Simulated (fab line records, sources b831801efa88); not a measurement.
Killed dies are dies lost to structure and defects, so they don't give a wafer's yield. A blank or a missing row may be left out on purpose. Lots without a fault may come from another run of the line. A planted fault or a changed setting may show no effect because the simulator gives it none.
fab line records | flow sky130
record lots=7 wafers=21 last_day=50
route steps=708 shown VIA3@582 PAD_OPEN@708
lots that met no fault: from a run of the same line without faults
start_h: hours from the record's first day to the start of the lot's first wafer shown | wait_h: hours since the lot's step before | " the same as in the row above | L1.1+2: a row that stands for several wafers | - no value, or no start given | * or withheld: withheld | < > ~ a bound
route shown NAME@n: a module of which the file shows steps, and the number in the route of the first | usual: mean/standard deviation of fault-free wafers | same: alike in all rows | chamber/n: place in a boat | sites: the reading at each site | _std_site: their standard deviation | _edge_site: outer sites' mean less inner sites' | radius_mm: how far each site lies from the wafer's centre | mask NAME#n: copy n | behind: the tool/chamber that last shaped the wafer | hold: why the lot was held/for how many hours/how that ended | device: the transistor (n, p or np) that didn't switch | end of line: the same wafers' tests at the end of the route | a step without rows: its recipe alone | killed: dies lost to structure and defects at the first sort, not the wafer's yield | map: a wafer's dies, x killed, . not, _ none there
set.NAME: the setting as run; set.NAME@STEP: as run at that earlier step | model.NAME: the simulator's own value behind a step, which no gauge read
lots at some steps of the route; a table a step, a row a wafer
services: from which hour (start_h, from the record's first day; less than 0 if before it) a tool's chamber was out of use, for how many hours, and why
## steps
# step SKY_VIA3_EXPOSE_09
# recipe mask_id=VIM3 na=0.8 source_shape=annular sigma_inner=0.55 sigma_outer=0.85 target_cd_nm=200 dose_mj=38
# step SKY_VIA3_PEB_10
# recipe peb_temp_c=withheld peb_time_s=withheld resist=KrF-thick
# step SKY_VIA3_DEVELOP_11
# recipe develop_time_s=60 resist=KrF-thick dev_temp_c=21
# step SKY_VIA3_CD_MEAS_12
# recipe target_cd_nm=200
# usual cd_nm=200.1/1.3
# columns lot.wafer tool chamber start_h wait_h cd_nm
L353.3 cd_sem-01 - 967.00 - 198.7
L353.4 " - " " 198.1
L353.6 " - " " 198.6
L357.3 cd_sem-02 - 1019.43 - 200.0
L357.4 " - " " 200.5
L357.6 " - " " 198.5
L360.1 cd_sem-01 - 1024.34 - 200.3
L360.2 " - " " 202.2
L360.4 " - " " 201.3
L358.2 cd_sem-02 - 1025.33 - 201.0
L358.4 " - " " 200.9
L358.6 " - " " 200.4
L361.4 cd_sem-02 - 1027.02 - 200.4
L361.5 " - " " 200.7
L361.6 " - " " 200.7
L364.3 cd_sem-02 - 1027.35 - 199.7
L364.5 " - " " 198.6
L364.6 " - " " 199.5
L371.2 cd_sem-01 - 1090.93 - 198.9
L371.4 " - " " 199.0
L371.6 " - " " 198.5
# step SKY_VIA3_OVL_MEAS_13
# usual VIA3_OVL=-4/5.1
# columns lot.wafer tool chamber start_h wait_h VIA3_OVL[nm]
L353.3 overlay-01 - 967.09 0.1 6
L353.4 " - " " 3
L353.6 " - " " 1
L357.3 overlay-02 - 1019.52 0.1 -1
L357.4 " - " " 5
L357.6 " - " " -3
L360.1 overlay-02 - 1024.46 0.1 -2
L360.2 " - " " -11
L360.4 " - " " -8
L358.2 overlay-01 - 1025.43 0.1 -13
L358.4 " - " " -7
L358.6 " - " " -1
L361.4 overlay-02 - 1027.10 0.1 -8
L361.5 " - " " -9
L361.6 " - " " -11
L364.3 overlay-01 - 1027.44 0.1 -6
L364.5 " - " " -2
L364.6 " - " " -2
L371.2 overlay-01 - 1091.04 0.1 -5
L371.4 " - " " -1
L371.6 " - " " -9
# step SKY_VIA3_ETCH_14
# recipe chemistry=N2/H2 target=BARC ion_energy_ev=192.7 source_w=500 bias_w=100 pressure_mtorr=30 n2_flow_sccm=100 h2_flow_sccm=200 stop_on=SiO2 time_s=45.9 target_depth_a=600
# usual drypump_motor_current_A=5.6/0.54 oes_product_au=0.855/0.0045 throttle_valve_pct=13.225/0.0091
# same time_s=45.9
# columns lot.wafer tool chamber start_h wait_h drypump_motor_current_A oes_product_au rf_hours_counter_h throttle_valve_pct
L353.3 rie_diel-03 3 967.12 0.0 6.2 0.845 4 13.237
L353.4 " 1 " " 5.1 0.854 18 13.231
L353.6 " 0 " " 5.6 0.855 - 13.231
L357.3 rie_diel-03 3 1019.54 0.0 6.2 0.855 5 13.210
L357.4 " 1 " " 5.2 0.846 20 13.221
L357.6 " 3 " " 6.2 0.862 - 13.222
L360.1 rie_diel-04 3 1024.49 0.0 5.3 0.859 22 13.236
L360.2 " 0 " " 4.9 0.847 24 13.227
L360.4 " 3 " " 5.3 0.862 - 13.226
L358.2 rie_diel-02 1 1025.46 0.0 5.5 0.851 17 13.228
L358.4 " 0 " " 6.6 0.861 17 13.227
L358.6 " 1 " " 5.5 0.855 - 13.223
L361.4 rie_diel-02 3 1027.12 0.0 5.8 0.859 22 13.216
L361.5 " 0 " " 6.6 0.849 - 13.237
L361.6 " 1 " " 5.5 0.851 - 13.214
L364.3 rie_diel-03 2 1027.47 0.0 5.8 0.852 21 13.215
L364.5 " 3 " " 6.2 0.868 - 13.238
L364.6 " 0 " " 5.7 0.858 - 13.239
L371.2 rie_diel-02 3 1091.07 0.0 5.8 0.854 23 13.207
L371.4 " 1 " " 5.5 0.856 19 13.216
L371.6 " 2 " " 4.8 0.857 - 13.204
# step SKY_VIA3_ETCH_15
# recipe target=SiO2 chemistry=C4F8/O2/Ar target_depth_nm=507 stop_on=TiN mask_material=KrF-thick source_w=1500 bias_w=1200 pressure_mtorr=40 c4f8_flow_sccm=withheld O2_flow_sccm=6 Ar_flow_sccm=300 time_s=78
# usual oes_product_au=0.946/0.0048
# same time_s=78
# columns lot.wafer tool chamber start_h wait_h oes_product_au rf_hours_counter_h
L353.3 rie_diel-03 3 967.16 0.0 0.946 4
L353.4 " 1 " " 0.948 18
L353.6 " 0 " " 0.942 -
L357.3 rie_diel-03 3 1019.59 0.0 0.944 5
L357.4 " 1 " " 0.946 20
L357.6 " 3 " " 0.939 -
L360.1 rie_diel-04 3 1024.54 0.0 0.944 22
L360.2 " 0 " " 0.943 24
L360.4 " 3 " " 0.947 -
L358.2 rie_diel-02 1 1025.50 0.0 0.942 17
L358.4 " 0 " " 0.934 17
L358.6 " 1 " " 0.947 -
L361.4 rie_diel-02 3 1027.16 0.0 0.951 22
L361.5 " 0 " " 0.941 -
L361.6 " 1 " " 0.955 -
L364.3 rie_diel-03 2 1027.51 0.0 0.945 21
L364.5 " 3 " " 0.942 -
L364.6 " 0 " " 0.951 -
L371.2 rie_diel-02 3 1091.11 0.0 0.955 23
L371.4 " 1 " " 0.955 19
L371.6 " 2 " " 0.942 -
# step SKY_VIA3_STRIP_16
# recipe chemistry=O2/N2 power_w=1400 pressure_mtorr=1500 platen_temp_c=withheld o2_flow_sccm=3000 n2_flow_sccm=300 overash_fraction=0.5
# usual drypump_motor_current_A=5.4/0.32 oes_product_au=0.403/0.0051 strip_time_to_endpoint_s=4.15/0.037
# columns lot.wafer tool chamber start_h wait_h drypump_motor_current_A oes_product_au rf_hours_counter_h strip_time_to_endpoint_s
L353.3 plasma_asher-01 1 967.25 0.1 5.0 0.404 - 4.13
L353.4 " 0 " " 5.5 0.392 - 4.17
L353.6 " 1 " " 5.1 0.403 - 4.19
L357.3 plasma_asher-04 0 1019.68 0.1 5.9 0.403 - 4.10
L357.4 " 1 " " 6.2 0.396 - 4.16
L357.6 " 1 " " 6.2 0.394 - 4.13
L360.1 plasma_asher-01 0 1024.60 0.0 5.5 0.393 89 4.11
L360.2 " 1 " " 5.0 0.396 89 4.15
L360.4 " 1 " " 5.0 0.398 - 4.12
L358.2 plasma_asher-03 0 1025.56 0.0 5.6 0.407 28 4.14
L358.4 " 1 " " 5.3 0.403 - 4.16
L358.6 " 0 " " 5.6 0.397 - 4.15
L361.4 plasma_asher-03 1 1027.25 0.1 5.3 0.409 - 4.15
L361.5 " 1 " " 5.3 0.398 - 4.13
L361.6 " 0 " " 5.6 0.409 - 4.13
L364.3 plasma_asher-03 0 1027.60 0.1 5.5 0.407 - 4.18
L364.5 " 1 " " 5.3 0.407 - 4.11
L364.6 " 0 " " 5.5 0.408 - 4.16
L371.2 plasma_asher-04 0 1091.17 0.0 5.8 0.403 2 4.17
L371.4 " 1 " " 6.2 0.401 - 4.17
L371.6 " 1 " " 6.2 0.394 - 4.08
# step SKY_VIA3_STRIP_17
# recipe chemistry=post_etch_residue_remover time_s=1200 temp_c=72.5
# step SKY_VIA3_CLEAN_18
# recipe chemistry=IPA time_s=180 temp_c=25
# step SKY_VIA3_CLEAN_19
# recipe chemistry=O3/DIW dry=n2_spin
# step SKY_VIA3_SPUTTER_20
# recipe material=TiN target_thk_nm=20 chamber_pressure_pa=5 power_w=4000 time_s=80
# usual throttle_valve_pct=29.9/1.1
# same time_s=80
# columns lot.wafer tool chamber start_h wait_h throttle_valve_pct
L353.3 pvd_sputter-03 - 967.81 0.0 30.9
L353.4 " - " " 31.9
L353.6 " - " " 32.2
L357.3 pvd_sputter-02 - 1020.24 0.0 29.8
L357.4 " - " " 29.6
L357.6 " - " " 28.8
L360.1 pvd_sputter-02 - 1025.19 0.0 28.8
L360.2 " - " " 29.4
L360.4 " - " " 28.0
L358.2 pvd_sputter-02 - 1026.16 0.0 29.5
L358.4 " - " " 29.4
L358.6 " - " " 29.3
L361.4 pvd_sputter-02 - 1027.81 0.0 28.1
L361.5 " - " " 28.2
L361.6 " - " " 29.4
L364.3 pvd_sputter-02 - 1028.16 0.0 28.3
L364.5 " - " " 28.9
L364.6 " - " " 28.4
L371.2 pvd_sputter-04 - 1091.80 0.0 30.8
L371.4 " - " " 29.9
L371.6 " - " " 30.0
# step SKY_VIA3_CVD_21
# recipe material=W target_thk_nm=390 time_s=117.31 temp_c=400 pressure_torr=40
# usual heater_power_w=820/36
# same time_s=117.31
# columns lot.wafer tool chamber start_h wait_h heater_power_w
L353.3 cvd_w-01 1 967.91 0.1 852
L353.4 " 0 " " 796
L353.6 " 0 " " 808
L357.3 cvd_w-02 0 1020.34 0.1 843
L357.4 " 1 " " 820
L357.6 " 0 " " 859
L360.1 cvd_w-01 1 1025.25 0.0 859
L360.2 " 0 " " 772
L360.4 " 0 " " 782
L358.2 cvd_w-02 1 1026.22 0.0 809
L358.4 " 0 " " 825
L358.6 " 0 " " 852
L361.4 cvd_w-02 0 1027.91 0.1 843
L361.5 " 0 " " 829
L361.6 " 1 " " 801
L364.3 cvd_w-02 0 1028.26 0.1 870
L364.5 " 1 " " 800
L364.6 " 0 " " 835
L371.2 cvd_w-01 0 1091.86 0.0 782
L371.4 " 1 " " 852
L371.6 " 1 " " 854
# step SKY_VIA3_RS_MEAS_22
# recipe thk_meas_gauge=four-point-probe reads=W_of_VIA3_CVD_21+TiN_of_VIA3_SPUTTER_20
# usual VIA3_W_RS=0.292/0.0049
# columns lot.wafer tool chamber start_h wait_h VIA3_W_RS[ohm/sq]
L353.3 film_metro-03 - 968.04 0.1 0.294
L353.4 " - " " 0.294
L353.6 " - " " 0.292
L357.3 film_metro-01 - 1020.46 0.1 0.295
L357.4 " - " " 0.285
L357.6 " - " " 0.298
L360.1 film_metro-01 - 1025.37 0.1 0.298
L360.2 " - " " 0.294
L360.4 " - " " 0.292
L358.2 film_metro-01 - 1026.36 0.1 0.430
L358.4 " - " " 0.453
L358.6 " - " " 0.456
L361.4 film_metro-04 - 1028.06 0.1 0.463
L361.5 " - " " 0.459
L361.6 " - " " 0.432
L364.3 film_metro-04 - 1028.39 0.1 0.455
L364.5 " - " " 0.421
L364.6 " - " " 0.448
L371.2 film_metro-03 - 1092.01 0.1 0.288
L371.4 " - " " 0.298
L371.6 " - " " 0.294
# step SKY_VIA3_THK_MEAS_23
# recipe thk_meas_gauge=xrf reads=W_of_VIA3_CVD_21
# usual VIA3_W_THK=387/7.1
# columns lot.wafer tool chamber start_h wait_h VIA3_W_THK[nm]
L353.3 film_metro-03 - 968.14 0.1 382
L353.4 " - " " 381
L353.6 " - " " 384
L357.3 film_metro-01 - 1020.56 0.1 384
L357.4 " - " " 396
L357.6 " - " " 380
L360.1 film_metro-01 - 1025.49 0.1 380
L360.2 " - " " 387
L360.4 " - " " 390
L358.2 film_metro-01 - 1026.47 0.1 306
L358.4 " - " " 291
L358.6 " - " " 290
L361.4 film_metro-04 - 1028.15 0.1 287
L361.5 " - " " 290
L361.6 " - " " 303
L364.3 film_metro-04 - 1028.49 0.1 292
L364.5 " - " " 309
L364.6 " - " " 295
L371.2 film_metro-03 - 1092.12 0.1 395
L371.4 " - " " 382
L371.6 " - " " 385
# step SKY_VIA3_CMP_24
# recipe stop_on=SiO2 t_overpolish_s=20 down_force_psi=3.5 platen_rpm=60 target_thk_nm=0 pad_velocity_m_s=0.94248
# usual motor_current_A=10.6/0.63 overpolish_run_s=20.000/0.0089 time_to_endpoint_s=96/3.4
# columns lot.wafer tool chamber start_h wait_h motor_current_A overpolish_run_s time_to_endpoint_s
L353.3 cmp-01 1 968.18 0.0 11.9 20.009 96
L353.4 " 2 " " 10.5 19.991 94
L353.6 " 2 " " 10.2 20.000 91
L357.3 cmp-01 0 1020.65 0.1 9.9 19.998 98
L357.4 " 2 " " 10.1 19.997 99
L357.6 " 0 " " 10.5 20.009 97
L360.4 cmp-01 0 1025.55 0.0 10.4 20.008 95
L360.1 " 2 " " 10.2 19.995 89
L360.2 " 3 " " 11.3 19.995 94
L358.4 cmp-02 0 1026.62 0.1 11.2 20.001 94
L358.2 " 1 " " 10.4 19.994 99
L358.6 " 3 " " 10.3 19.988 94
L361.4 cmp-02 2 1028.18 0.0 10.0 20.005 93
L361.6 " 2 " " 9.6 20.004 95
L361.5 " 3 " " 10.2 19.988 96
L364.3 cmp-02 0 1028.53 0.0 10.7 19.988 90
L364.5 " 0 " " 11.6 20.006 96
L364.6 " 1 " " 10.2 20.009 94
L371.2 cmp-01 0 1092.27 0.1 10.6 19.991 98
L371.4 " 1 " " 11.8 20.022 94
L371.6 " 2 " " 10.4 20.004 89
# step SKY_PAD_OPEN_PROBE_99
# usual defect_limited_yield=82.5/2 killed_at_M0_to_M3=43/7.3 killed_at_M4_up=3.5/2.2 killed_at_contacts=24/5.3 killed_at_front_end=15/4.2 killed_at_other=0.3/0.67 killed_dies=86/9.8 killed_open=47/7.2 killed_short=39/6.5 sort_bin_3_pad_short=0.9/0.42 sort_bin_5_function=10.4/1.5 sort_bin_6_memory=6.3/1.2 sort_n_pass=406/9.9 sort_yield_pct=82.5/2
# same gross_dies=492 killed_at_back_side=0 sort_bin_4_leakage[%]=0 sort_bin_8_speed[%]=0
# columns lot.wafer tool chamber start_h wait_h defect_limited_yield[%] killed_at_M0_to_M3 killed_at_M4_up killed_at_contacts killed_at_front_end killed_at_other killed_dies killed_open killed_short sort_bin_3_pad_short[%] sort_bin_5_function[%] sort_bin_6_memory[%] sort_n_pass sort_yield_pct[%]
L353.3 prober-01 - 1107.57 0.2 84.1 34 5 27 12 0 78 43 35 0.4 8.7 6.7 414 84.1
L353.4 prober-01 - 1107.62 0.2 78.5 55 11 23 17 0 106 60 46 0.6 15.7 5.3 386 78.5
L353.6 prober-01 - 1107.72 0.2 83.5 36 4 26 15 0 81 48 32 0.4 9.8 6.3 411 83.5
L357.3 prober-02 - 1150.60 0.2 80.1 51 6 23 16 2 98 60 36 0.4 11.8 7.7 394 80.1
L357.4 prober-02 - 1150.65 0.2 84.1 25 4 26 23 0 78 45 33 0.4 10.4 5.1 414 84.1
L357.6 prober-02 - 1150.75 0.2 81.5 49 2 26 13 1 91 57 34 0.4 11.2 6.9 401 81.5
L360.1 prober-02 - 1157.11 0.1 79.1 35 2 43 23 0 103 53 48 1.0 14.2 5.7 389 79.1
L360.2 prober-02 - 1157.16 0.1 85.0 44 2 16 12 0 74 38 36 1.0 8.3 5.7 418 85.0
L360.4 prober-02 - 1157.26 0.2 81.1 41 4 27 21 0 93 49 44 1.0 12.4 5.5 399 81.1
L358.2 prober-01 - 1158.66 0.1 83.1 39 7 26 11 0 83 51 32 0.8 9.1 6.9 409 83.1
L358.4 prober-01 - 1158.76 0.2 83.3 50 2 22 8 0 82 38 44 1.6 10.2 4.9 410 83.3
L358.6 prober-01 - 1158.86 0.2 83.1 45 2 25 11 0 83 37 46 0.6 10.0 6.3 409 83.1
L364.3 prober-01 - 1160.21 0.2 81.9 49 4 23 13 0 89 42 45 1.2 10.4 6.5 403 81.9
L364.5 prober-01 - 1160.31 0.2 81.9 43 7 21 18 0 89 46 43 0.6 12.6 4.9 403 81.9
L364.6 prober-01 - 1160.36 0.2 80.9 43 7 27 17 0 94 48 46 1.2 10.8 7.1 398 80.9
L361.4 prober-02 - 1160.26 0.2 85.4 36 1 22 12 1 72 44 27 0.6 9.8 4.3 420 85.4
L361.5 prober-02 - 1160.31 0.2 81.3 42 4 32 13 1 92 41 51 1.2 10.2 7.3 400 81.3
L361.6 prober-02 - 1160.36 0.2 80.7 56 4 23 11 1 95 46 48 1.6 10.8 6.9 397 80.7
L371.2 prober-02 - 1205.69 0.1 85.4 40 8 17 7 0 72 37 34 1.0 7.7 5.9 420 85.4
L371.4 prober-02 - 1205.79 0.2 81.7 45 7 26 12 0 90 41 49 1.4 10.6 6.3 402 81.7
L371.6 prober-02 - 1205.89 0.2 81.3 34 6 30 22 0 92 51 38 1.0 12.2 5.5 400 81.3
# killed by level:class
L353.3 CONTACT:geometric_particle:open=11 LI_CONTACT:geometric_particle:open=8 VIA1:geometric_particle:open=8 VIA2:geometric_particle:open=6 VIA3:geometric_particle:short=6 POLY_GATE:geometric_particle:short=5 METAL2:geometric_particle:short=5 VIA3:geometric_particle:open=5
L353.4 VIA3:geometric_particle:open=12 CONTACT:geometric_particle:open=9 VIA1:geometric_particle:open=9 LI_CONTACT:geometric_particle:open=8 METAL4:geometric_particle:short=8 METAL2:geometric_particle:short=7 POLY_GATE:geometric_particle:short=5 VIA1:geometric_particle:short=5
L353.6 VIA1:geometric_particle:open=12 CONTACT:geometric_particle:open=10 LI_CONTACT:geometric_particle:open=8 POLY_GATE:geometric_particle:open=7 VIA1:geometric_particle:short=6 VIA2:geometric_particle:short=5 LOCAL_INTERCONNECT:geometric_particle:short=4 VIA3:geometric_particle:open=4
L357.3 VIA3:geometric_particle:open=11 VIA1:geometric_particle:open=11 LI_CONTACT:geometric_particle:open=9 CONTACT:geometric_particle:open=7 FIELD_ISO:geometric_particle:open=6 VIA2:geometric_particle:open=6 FIELD_ISO:geometric_particle:short=5 METAL2:geometric_particle:short=5
L357.4 FIELD_ISO:geometric_particle:open=9 CONTACT:geometric_particle:open=9 LI_CONTACT:geometric_particle:open=8 CONTACT:geometric_particle:short=6 VIA3:geometric_particle:open=6 FIELD_ISO:geometric_particle:short=5 METAL2:geometric_particle:short=4 VIA1:geometric_particle:open=3
L357.6 VIA1:geometric_particle:open=16 CONTACT:geometric_particle:open=11 VIA1:geometric_particle:short=8 VIA3:geometric_particle:open=7 LI_CONTACT:geometric_particle:open=6 FIELD_ISO:geometric_particle:open=5 VIA2:geometric_particle:open=5 METAL1:geometric_particle:short=4
L360.1 CONTACT:geometric_particle:open=15 FIELD_ISO:geometric_particle:open=9 LI_CONTACT:geometric_particle:open=9 CONTACT:geometric_particle:short=9 VIA3:geometric_particle:open=7 FIELD_ISO:geometric_particle:short=5 LI_CONTACT:geometric_particle:short=5 LOCAL_INTERCONNECT:geometric_particle:short=5
L360.2 VIA1:geometric_particle:open=13 CONTACT:geometric_particle:open=6 METAL2:geometric_particle:short=6 VIA3:geometric_particle:open=6 METAL1:geometric_particle:short=5 FIELD_ISO:geometric_particle:short=4 VIA2:geometric_particle:open=4 POLY_GATE:geometric_particle:short=3
L360.4 VIA2:geometric_particle:open=8 CONTACT:geometric_particle:short=8 CONTACT:geometric_particle:open=8 METAL1:geometric_particle:short=8 VIA3:geometric_particle:open=8 POLY_GATE:geometric_particle:open=6 FIELD_ISO:geometric_particle:open=5 LI_CONTACT:geometric_particle:open=5
L358.2 LI_CONTACT:geometric_particle:open=11 CONTACT:geometric_particle:open=8 METAL1:geometric_particle:short=8 VIA1:geometric_particle:open=6 VIA3:geometric_particle:open=5 METAL1:geometric_particle:open=4 POLY_GATE:geometric_particle:open=3 LI_CONTACT:geometric_particle:short=3
L358.4 VIA1:geometric_particle:open=10 METAL2:geometric_particle:short=9 METAL1:geometric_particle:short=7 VIA3:geometric_particle:open=7 LI_CONTACT:geometric_particle:short=6 LOCAL_INTERCONNECT:geometric_particle:short=6 VIA1:geometric_particle:short=5 VIA2:geometric_particle:open=5
L358.6 VIA1:geometric_particle:open=11 METAL1:geometric_particle:short=9 LOCAL_INTERCONNECT:geometric_particle:short=7 LI_CONTACT:geometric_particle:short=5 CONTACT:geometric_particle:open=5 VIA1:geometric_particle:short=5 METAL2:geometric_particle:short=5 FIELD_ISO:geometric_particle:open=4
L364.3 VIA1:geometric_particle:open=9 VIA1:geometric_particle:short=9 LI_CONTACT:geometric_particle:open=7 VIA3:geometric_particle:open=7 VIA2:geometric_particle:open=5 LI_CONTACT:geometric_particle:short=5 METAL2:geometric_particle:short=5 POLY_GATE:geometric_particle:open=4
L361.4 VIA1:geometric_particle:open=10 LI_CONTACT:geometric_particle:open=8 METAL2:geometric_particle:short=6 VIA3:geometric_particle:open=6 FIELD_ISO:geometric_particle:open=4 CONTACT:geometric_particle:open=4 POLY_GATE:geometric_particle:short=3 LI_CONTACT:geometric_particle:short=3
L361.5 LI_CONTACT:geometric_particle:open=10 VIA1:geometric_particle:short=9 VIA1:geometric_particle:open=9 FIELD_ISO:geometric_particle:short=7 CONTACT:geometric_particle:open=7 LOCAL_INTERCONNECT:geometric_particle:short=6 VIA2:geometric_particle:open=6 LI_CONTACT:geometric_particle:short=5
L364.5 CONTACT:geometric_particle:open=13 VIA1:geometric_particle:open=12 METAL4:geometric_particle:short=7 FIELD_ISO:geometric_particle:short=6 VIA3:geometric_particle:open=6 FIELD_ISO:geometric_particle:open=5 METAL1:geometric_particle:short=5 VIA2:geometric_particle:open=5
L361.6 VIA2:geometric_particle:open=12 METAL1:geometric_particle:short=9 VIA1:geometric_particle:open=9 LI_CONTACT:geometric_particle:open=6 METAL2:geometric_particle:short=6 CONTACT:geometric_particle:short=6 CONTACT:geometric_particle:open=6 VIA1:geometric_particle:short=5
L364.6 CONTACT:geometric_particle:open=11 VIA1:geometric_particle:open=10 LI_CONTACT:geometric_particle:open=8 METAL2:geometric_particle:short=7 FIELD_ISO:geometric_particle:short=6 VIA3:geometric_particle:short=5 VIA2:geometric_particle:open=5 METAL4:geometric_particle:short=5
L371.2 VIA1:geometric_particle:open=11 CONTACT:geometric_particle:open=8 METAL2:geometric_particle:short=8 METAL4:geometric_particle:short=7 VIA3:geometric_particle:open=6 LI_CONTACT:geometric_particle:open=5 METAL1:geometric_particle:short=5 LOCAL_INTERCONNECT:geometric_particle:short=3
L371.4 VIA1:geometric_particle:open=12 CONTACT:geometric_particle:open=10 LOCAL_INTERCONNECT:geometric_particle:short=8 METAL4:geometric_particle:short=7 CONTACT:geometric_particle:short=5 VIA1:geometric_particle:short=5 VIA2:geometric_particle:open=5 VIA3:geometric_particle:short=5
L371.6 CONTACT:geometric_particle:open=14 VIA1:geometric_particle:open=12 POLY_GATE:geometric_particle:open=9 LI_CONTACT:geometric_particle:short=6 METAL4:geometric_particle:short=6 POLY_GATE:geometric_particle:short=4 LOCAL_INTERCONNECT:geometric_particle:short=4 CONTACT:geometric_particle:short=4
## services
# columns tool chamber start_h hours kind
pvd_sputter-02 - 949.24 4.4 repair
cmp-02 - 950.31 4.1 repair
rie_diel-04 0 953.61 4.9 repair
pvd_sputter-04 - 967.48 2.1 repair
plasma_asher-03 - 973.42 1.0 repair
cmp-02 - 996.56 0.8 repair
rie_diel-03 - 1002.00 0.3 repair
rie_diel-02 - 1006.25 0.7 repair
rie_diel-02 1 1009.74 9.6 repair
cmp-02 - 1018.82 0.3 repair
rie_diel-04 2 1022.25 8.8 repair
cvd_w-01 - 1030.70 6.9 pm
pvd_sputter-02 - 1036.23 7.5 repair
rie_diel-02 - 1039.16 0.1 repair
plasma_asher-04 - 1055.25 9.0 pm
plasma_asher-04 0 1055.25 9.0 vent_cycle
plasma_asher-04 1 1055.25 9.0 vent_cycle
pvd_sputter-03 - 1061.07 1.1 repair
rie_diel-02 - 1070.42 2.8 pm
cmp-01 - 1084.08 4.0 pm
plasma_asher-03 - 1085.09 14.6 pm
cmp-01 - 1088.08 - consumable_replace:conditioner
cmp-01 - 1088.08 - consumable_replace:pad
rie_diel-04 2 1090.42 5.5 repair
## key
first_sign step=SKY_VIA3_RS_MEAS_22 reading=VIA3_W_RS direction=up sigmas=31 usual=0.292 struck=0.446
effect step=SKY_VIA3_THK_MEAS_23 reading=VIA3_W_THK direction=down sigmas=13 usual=387 struck=296
met_at SKY_VIA3_CVD_21
struck_wafers L358.2,L358.4,L358.6,L361.4,L361.5,L361.6,L364.3,L364.5,L364.6
onset_between 1020.34 1026.22
also_fits SKY_VIA3_STRIP_16:plasma_asher-03,SKY_VIA3_SPUTTER_20:pvd_sputter-02
fault kind=site_profile_drift tool=cvd_w-02 chamber=- onset_h=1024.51 steps=SKY_VIA3_CVD_21 basis=fraction max_abs_drift=0.53152 slope_share_per_hr=118.12 site_pattern=0,0,0,0,0,-1,-1,-1,-1
